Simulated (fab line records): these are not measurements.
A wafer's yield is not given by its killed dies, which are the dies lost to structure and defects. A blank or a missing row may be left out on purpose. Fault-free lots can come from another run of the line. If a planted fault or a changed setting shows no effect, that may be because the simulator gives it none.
Chamber matching ; flow gf180mcu ; 4 sister chambers for GF_V2_CMP_04 on cmp-02
The step polishes SiO2. 8 wafers are shown with their chamber, then 8 later ones without.

WAFERS, EACH WITH ITS CHAMBER
wafer;chamber;motor current A (A);time to endpoint s (s)
L526.3;2;12.6;80
L527.3;2;12.5;85
L527.4;3;10.5;86
L527.6;0;10.8;89
L529.1;1;11.1;80
L529.2;0;11.2;87
L529.6;1;12.3;69
L538.3;3;10.6;79

WAFERS WITH NO CHAMBER GIVEN
wafer;motor current A (A);time to endpoint s (s)
L538.5;10.5;86
L538.6;10.5;80
L539.1;11.4;94
L539.3;11.5;92
L539.5;12.5;95
L540.1;10.7;86
L540.2;10.2;87
L540.6;11.6;87

CHAMBER TAKEN BY EACH
wafer;from the rows above;in truth
L538.5;can't be placed: 3 or 0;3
L538.6;can't be placed: 3 or 0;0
L539.1;can't be placed: 0 or 3 or 2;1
L539.3;can't be placed: 0 or 3 or 2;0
L539.5;can't be placed: 2 or 0 or 1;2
L540.1;can't be placed: 3 or 0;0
L540.2;can't be placed: 3 or 0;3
L540.6;can't be placed: 0 or 2 or 3 or 1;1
0 of 8 placed correctly. Not placeable from these rows: 8 (in 7, the candidates include the true chamber). 0 placed wrongly.
How it was worked out, from the rows above alone: a wafer's distance from a chamber is the root of the sum, over the readings, of the square of ((its reading less the chamber's mean) divided by the reading's scatter). The wafer belongs to the nearest chamber; if the next one is less than 2 further off, it can't be placed. For every chamber, the mean is computed from those of its wafers that are shown. The scatter is the square root of a quotient: the sum, over the shown wafers, of each reading's squared deviation from its chamber's mean, divided by wafers minus chambers.
